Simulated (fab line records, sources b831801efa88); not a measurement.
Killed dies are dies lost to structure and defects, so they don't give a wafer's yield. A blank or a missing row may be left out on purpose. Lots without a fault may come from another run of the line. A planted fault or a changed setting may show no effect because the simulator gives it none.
A sampling plan put to the test | flow sky130 | one fab line, 37 faults that these records tell of, each judged on the records of the lots that it struck; 1 more is left out, because the records don't allow judging it
The plan is the line's own looks: the steps of the route at which a gauge or an inspection reads the wafer and doesn't change it. A look can be judged if struck wafers have a number there and the file gives its usual mean and standard deviation on fault-free wafers. Caught: at a look after the fault's first step, the mean of the struck wafers lies 4 or more of those standard deviations (sigma) from the usual mean. On the tool: the same test on the tool's own readings at the fault's steps. Another recipe on the struck wafers, or a record that is blank for them alone, also counts as caught.

THE FAULTS, as the simulator had put them in
1. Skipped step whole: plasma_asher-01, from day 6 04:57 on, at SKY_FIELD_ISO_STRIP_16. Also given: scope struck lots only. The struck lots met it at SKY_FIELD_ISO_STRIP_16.
2. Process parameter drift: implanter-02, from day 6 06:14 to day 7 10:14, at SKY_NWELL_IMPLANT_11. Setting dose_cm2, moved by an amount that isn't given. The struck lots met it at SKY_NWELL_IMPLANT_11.
3. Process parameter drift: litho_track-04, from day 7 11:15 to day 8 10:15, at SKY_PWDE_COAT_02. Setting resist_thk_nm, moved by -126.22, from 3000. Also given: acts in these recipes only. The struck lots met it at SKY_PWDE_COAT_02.
4. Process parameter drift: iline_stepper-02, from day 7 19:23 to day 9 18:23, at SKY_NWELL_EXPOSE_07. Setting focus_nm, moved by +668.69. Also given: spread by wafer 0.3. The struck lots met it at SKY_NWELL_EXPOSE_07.
5. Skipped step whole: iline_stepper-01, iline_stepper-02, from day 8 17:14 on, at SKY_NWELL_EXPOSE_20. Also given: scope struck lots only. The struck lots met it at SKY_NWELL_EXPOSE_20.
6. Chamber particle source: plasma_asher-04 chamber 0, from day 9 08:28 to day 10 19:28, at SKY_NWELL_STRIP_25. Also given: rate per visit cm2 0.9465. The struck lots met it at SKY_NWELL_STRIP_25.
7. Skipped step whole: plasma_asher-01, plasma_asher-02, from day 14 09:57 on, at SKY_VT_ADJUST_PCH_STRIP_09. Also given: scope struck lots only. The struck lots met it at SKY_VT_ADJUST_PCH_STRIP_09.
8. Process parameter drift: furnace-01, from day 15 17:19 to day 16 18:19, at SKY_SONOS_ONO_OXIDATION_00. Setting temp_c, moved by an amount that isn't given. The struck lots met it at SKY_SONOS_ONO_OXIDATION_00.
9. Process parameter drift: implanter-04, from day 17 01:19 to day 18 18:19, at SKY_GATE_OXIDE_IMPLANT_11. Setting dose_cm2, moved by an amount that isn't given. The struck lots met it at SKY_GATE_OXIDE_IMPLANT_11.
10. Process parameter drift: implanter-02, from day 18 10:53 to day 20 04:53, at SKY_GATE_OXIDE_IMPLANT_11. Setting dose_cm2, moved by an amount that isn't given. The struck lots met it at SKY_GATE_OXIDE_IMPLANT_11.
11. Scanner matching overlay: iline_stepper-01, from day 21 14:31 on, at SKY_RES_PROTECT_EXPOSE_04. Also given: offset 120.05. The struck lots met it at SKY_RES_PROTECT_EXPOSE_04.
12. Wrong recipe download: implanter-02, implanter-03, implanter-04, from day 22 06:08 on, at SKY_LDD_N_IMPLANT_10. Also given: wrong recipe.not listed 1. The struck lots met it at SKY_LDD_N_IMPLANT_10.
13. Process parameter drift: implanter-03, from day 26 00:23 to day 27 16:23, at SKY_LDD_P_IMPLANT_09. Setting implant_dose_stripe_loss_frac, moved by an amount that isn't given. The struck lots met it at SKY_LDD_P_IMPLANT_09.
14. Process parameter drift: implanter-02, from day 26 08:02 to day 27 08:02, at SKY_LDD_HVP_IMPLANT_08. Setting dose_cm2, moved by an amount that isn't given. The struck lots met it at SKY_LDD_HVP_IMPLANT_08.
15. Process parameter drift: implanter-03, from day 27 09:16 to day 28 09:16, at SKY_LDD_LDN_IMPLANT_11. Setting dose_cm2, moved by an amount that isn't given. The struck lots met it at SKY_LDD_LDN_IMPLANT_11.
16. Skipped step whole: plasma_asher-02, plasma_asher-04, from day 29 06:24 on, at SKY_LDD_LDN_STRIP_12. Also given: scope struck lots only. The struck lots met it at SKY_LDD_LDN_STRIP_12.
17. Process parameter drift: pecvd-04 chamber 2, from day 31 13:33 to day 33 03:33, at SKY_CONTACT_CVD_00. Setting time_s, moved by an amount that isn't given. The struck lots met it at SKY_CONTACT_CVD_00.
18. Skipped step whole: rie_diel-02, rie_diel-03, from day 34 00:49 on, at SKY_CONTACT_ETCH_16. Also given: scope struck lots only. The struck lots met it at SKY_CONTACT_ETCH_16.
19. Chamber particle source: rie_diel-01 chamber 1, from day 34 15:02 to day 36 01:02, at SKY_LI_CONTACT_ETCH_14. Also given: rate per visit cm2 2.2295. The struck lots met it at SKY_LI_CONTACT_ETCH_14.
20. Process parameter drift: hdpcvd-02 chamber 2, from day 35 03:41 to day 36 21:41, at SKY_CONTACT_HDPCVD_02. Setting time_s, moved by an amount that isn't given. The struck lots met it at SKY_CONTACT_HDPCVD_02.
21. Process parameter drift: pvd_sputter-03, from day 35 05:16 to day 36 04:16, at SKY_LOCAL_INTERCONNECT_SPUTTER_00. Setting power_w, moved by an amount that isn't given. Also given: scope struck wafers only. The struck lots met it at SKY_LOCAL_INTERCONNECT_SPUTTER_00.
22. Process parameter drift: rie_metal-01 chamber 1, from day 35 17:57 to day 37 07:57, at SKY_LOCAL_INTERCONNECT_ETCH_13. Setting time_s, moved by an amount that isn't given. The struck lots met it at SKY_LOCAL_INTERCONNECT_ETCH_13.
23. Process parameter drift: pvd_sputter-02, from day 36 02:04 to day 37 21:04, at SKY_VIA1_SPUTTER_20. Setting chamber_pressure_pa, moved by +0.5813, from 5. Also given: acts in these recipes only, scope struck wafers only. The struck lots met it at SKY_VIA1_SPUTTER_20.
24. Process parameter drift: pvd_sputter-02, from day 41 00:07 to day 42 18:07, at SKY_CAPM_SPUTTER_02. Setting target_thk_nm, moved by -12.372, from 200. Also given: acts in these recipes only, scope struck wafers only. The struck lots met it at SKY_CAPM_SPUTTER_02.
25. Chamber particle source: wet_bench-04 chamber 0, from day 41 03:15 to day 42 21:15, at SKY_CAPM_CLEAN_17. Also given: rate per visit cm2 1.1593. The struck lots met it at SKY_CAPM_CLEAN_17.
26. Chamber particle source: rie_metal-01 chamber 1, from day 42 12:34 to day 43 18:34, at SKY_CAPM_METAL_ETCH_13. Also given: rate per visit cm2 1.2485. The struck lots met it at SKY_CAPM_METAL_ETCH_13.
27. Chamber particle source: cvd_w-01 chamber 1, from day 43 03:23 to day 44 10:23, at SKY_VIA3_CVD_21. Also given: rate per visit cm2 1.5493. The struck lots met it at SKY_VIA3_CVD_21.
28. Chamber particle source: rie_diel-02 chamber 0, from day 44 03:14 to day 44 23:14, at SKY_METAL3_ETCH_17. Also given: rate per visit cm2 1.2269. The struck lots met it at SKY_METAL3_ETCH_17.
29. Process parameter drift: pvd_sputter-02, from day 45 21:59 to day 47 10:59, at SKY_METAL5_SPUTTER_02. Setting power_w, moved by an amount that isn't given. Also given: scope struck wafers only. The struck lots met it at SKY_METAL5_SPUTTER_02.
30. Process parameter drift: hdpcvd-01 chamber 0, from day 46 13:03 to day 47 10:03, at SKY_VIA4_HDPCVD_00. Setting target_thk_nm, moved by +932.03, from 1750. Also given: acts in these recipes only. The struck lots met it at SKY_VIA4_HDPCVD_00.
31. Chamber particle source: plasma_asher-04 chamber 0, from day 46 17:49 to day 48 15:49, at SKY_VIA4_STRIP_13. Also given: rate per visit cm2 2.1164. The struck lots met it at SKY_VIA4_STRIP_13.
32. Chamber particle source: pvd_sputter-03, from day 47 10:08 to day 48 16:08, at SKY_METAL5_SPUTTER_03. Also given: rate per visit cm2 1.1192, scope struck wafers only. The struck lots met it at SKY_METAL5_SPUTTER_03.
33. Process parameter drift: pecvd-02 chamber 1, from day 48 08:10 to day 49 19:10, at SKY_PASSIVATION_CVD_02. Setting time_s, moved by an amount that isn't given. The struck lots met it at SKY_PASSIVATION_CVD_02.
34. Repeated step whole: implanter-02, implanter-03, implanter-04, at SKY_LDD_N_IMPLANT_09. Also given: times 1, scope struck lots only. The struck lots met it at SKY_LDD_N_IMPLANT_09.
35. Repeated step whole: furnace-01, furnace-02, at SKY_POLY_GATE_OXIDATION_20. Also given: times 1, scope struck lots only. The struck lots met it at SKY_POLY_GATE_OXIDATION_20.
36. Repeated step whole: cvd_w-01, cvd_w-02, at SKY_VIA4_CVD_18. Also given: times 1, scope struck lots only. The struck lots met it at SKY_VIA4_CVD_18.
37. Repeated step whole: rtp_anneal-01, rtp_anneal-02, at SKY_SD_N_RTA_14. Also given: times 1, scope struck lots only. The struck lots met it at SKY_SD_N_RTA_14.

WHAT THE PLAN SAW
fault | on the tool itself                               | first look that catches it                      | reading, sigma                                                                  | median hours from its first step to that look | hours from the fault's start to the first struck lot there | judged looks passed uncaught
1     | the tool's record is blank for the struck wafers | no look after it can be judged                  | -                                                                               | -                                             | -                                                          | 0
2     | dose_ions_cm2 +32 sigma                          | SKY_NWELL_RS_MEAS_29                            | NWELL_RS -6.4                                                                   | 20.7                                          | 26                                                         | 0
3     | no reading that can be judged                    | none of the 3 looks that can be judged after it | -                                                                               | -                                             | -                                                          | 3
4     | under 2 sigma                                    | none of the 6 looks that can be judged after it | -                                                                               | -                                             | -                                                          | 6
5     | no reading that can be judged                    | no look after it can be judged                  | -                                                                               | -                                             | -                                                          | 0
6     | under 2 sigma                                    | no look after it can be judged                  | -                                                                               | -                                             | -                                                          | 0
7     | the tool's record is blank for the struck wafers | SKY_SONOS_TUNNEL_TW_MEAS_12                     | SONOS_TUNNEL_TW -99 or beyond                                                   | 28.5                                          | 29                                                         | 0
8     | tube_center_temp_C +99 or beyond sigma           | SKY_SONOS_ONO_THK_MEAS_01                       | SONOS_ONO_OXIDATION_THK +14                                                     | 1.4                                           | 1                                                          | 0
9     | dose_ions_cm2 -99 or beyond sigma                | SKY_GATE_OXIDE_TW_MEAS_14                       | GATE_OXIDE_TW -24                                                               | 0.4                                           | 22                                                         | 0
10    | dose_ions_cm2 -99 or beyond sigma                | SKY_GATE_OXIDE_TW_MEAS_14                       | GATE_OXIDE_TW -18                                                               | 0.3                                           | 4                                                          | 0
11    | no reading that can be judged                    | no look after it can be judged                  | -                                                                               | -                                             | -                                                          | 0
12    | under 2 sigma                                    | not the one look that can be judged after it    | strongest: LDD_N_TW at SKY_LDD_N_TW_MEAS_17, -2.9                               | -                                             | -                                                          | 1
13    | no reading that can be judged                    | none of the 5 looks that can be judged after it | -                                                                               | -                                             | -                                                          | 5
14    | dose_ions_cm2 +99 or beyond sigma                | SKY_LDD_HVP_TW_MEAS_10                          | LDD_HVP_TW +22                                                                  | 0.2                                           | 8                                                          | 0
15    | dose_ions_cm2 -99 or beyond sigma                | SKY_LDD_LDN_TW_MEAS_13                          | LDD_LDN_TW -5.7                                                                 | 0.2                                           | 3                                                          | 0
16    | the tool's record is blank for the struck wafers | no look after it can be judged                  | -                                                                               | -                                             | -                                                          | 0
17    | under 2 sigma                                    | SKY_CONTACT_THK_MEAS_01                         | CONTACT_CVD_00_THK +8.6                                                         | 0.0                                           | 4                                                          | 0
18    | the tool's record is blank for the struck wafers | no look after it can be judged                  | -                                                                               | -                                             | -                                                          | 0
19    | under 2 sigma                                    | no look after it can be judged                  | -                                                                               | -                                             | -                                                          | 0
20    | run_length_s -9.2 sigma                          | SKY_CONTACT_THK_MEAS_03                         | CONTACT_HDPCVD_THK -8.1                                                         | 0.1                                           | 2                                                          | 0
21    | cathode_dc_power_W +99 or beyond sigma           | none of the 4 looks that can be judged after it | strongest: LOCAL_INTERCONNECT_TIN_RS at SKY_LOCAL_INTERCONNECT_RS_MEAS_01, -2.8 | -                                             | -                                                          | 4
22    | oes_product_au -9.3 sigma                        | no look after it can be judged                  | -                                                                               | -                                             | -                                                          | 0
23    | chamber_pressure_pa +65 sigma                    | no look after it can be judged                  | -                                                                               | -                                             | -                                                          | 0
24    | under 2 sigma                                    | SKY_CAPM_RS_MEAS_03                             | CAPM_TIN_RS +8.3                                                                | 0.1                                           | 15                                                         | 0
25    | no reading that can be judged                    | not the one look that can be judged after it    | -                                                                               | -                                             | -                                                          | 1
26    | only faintly: drypump_motor_current_A -2.0 sigma | no look after it can be judged                  | -                                                                               | -                                             | -                                                          | 0
27    | under 2 sigma                                    | none of the 2 looks that can be judged after it | -                                                                               | -                                             | -                                                          | 2
28    | under 2 sigma                                    | not the one look that can be judged after it    | -                                                                               | -                                             | -                                                          | 1
29    | cathode_dc_power_W -99 or beyond sigma           | SKY_METAL5_RS_MEAS_05                           | METAL5_ALCU_RS +17                                                              | 0.1                                           | 15                                                         | 0
30    | no reading that can be judged                    | SKY_VIA4_THK_MEAS_01                            | VIA4_HDPCVD_THK +52                                                             | 0.2                                           | 2                                                          | 0
31    | under 2 sigma                                    | no look after it can be judged                  | -                                                                               | -                                             | -                                                          | 0
32    | under 2 sigma                                    | no look after it can be judged                  | -                                                                               | -                                             | -                                                          | 0
33    | under 2 sigma                                    | SKY_PASSIVATION_THK_MEAS_03                     | PASSIVATION_CVD_02_THK +9.1                                                     | 0.2                                           | 2                                                          | 0
34    | under 2 sigma                                    | SKY_LDD_N_TW_MEAS_17                            | LDD_N_TW +7.6                                                                   | 1.5                                           | -                                                          | 0
35    | under 2 sigma                                    | SKY_POLY_GATE_THK_MEAS_21                       | POLY_GATE_OXIDATION_THK +31                                                     | 2.7                                           | -                                                          | 0
36    | under 2 sigma                                    | SKY_VIA4_RS_MEAS_19                             | VIA4_W_RS -45                                                                   | 0.5                                           | -                                                          | 0
37    | under 2 sigma                                    | no look after it can be judged                  | -                                                                               | -                                             | -                                                          | 0
A dash: the fault isn't caught, or these records don't give the number.

Caught at a look: 16 of 37. Caught on the tool: 15 of 37. By one or the other: 22 of 37.
Caught on the tool alone: faults 1, 16, 18, 21, 22, 23.
Caught at a look alone: faults 17, 24, 30, 33, 34, 35, 36.
Caught by neither: faults 3, 4, 5, 6, 11, 12, 13, 19, 25, 26, 27, 28, 31, 32, 37.

THINNER SAMPLING
If the look that catches a fault measured only every second or every third lot, by lot number, the first struck lot would be measured this late in the worst case:
fault | struck lots at that look, in order of time | every lot | every second lot | every third lot
2     | L649, L650                                 | 26 h      | 43 h             | may miss all 2
7     | L541, L542, L543                           | 29 h      | 31 h             | 35 h
8     | L965, L966, L967                           | 1 h       | 2 h              | 7 h
9     | L949, L953                                 | 22 h      | may miss all 2   | may miss all 2
10    | L887, L892                                 | 4 h       | 37 h             | may miss all 2
14    | L481, L480, L482                           | 8 h       | 10 h             | 13 h
15    | L962, L963                                 | 3 h       | 6 h              | may miss all 2
17    | L796, L798                                 | 4 h       | may miss all 2   | may miss all 2
20    | L341, L342                                 | 2 h       | 14 h             | may miss all 2
24    | L732                                       | 15 h      | may miss it      | may miss it
29    | L496, L499                                 | 15 h      | 25 h             | may miss all 2
30    | L673, L674                                 | 2 h       | 6 h              | may miss all 2
33    | L958, L959                                 | 2 h       | 6 h              | may miss all 2
Hours are from the fault's start to the first struck lot that is measured. The limit of 4 sigma was tested on all struck wafers together, so one lot alone may lie under it. Other struck lots may not be in these records.

THE LONGEST TIMED WAY FROM STEP TO LOOK
Fault 7: a median of 28.5 hours passes between SKY_VT_ADJUST_PCH_STRIP_09 and SKY_SONOS_TUNNEL_TW_MEAS_12. No look between them can be judged.
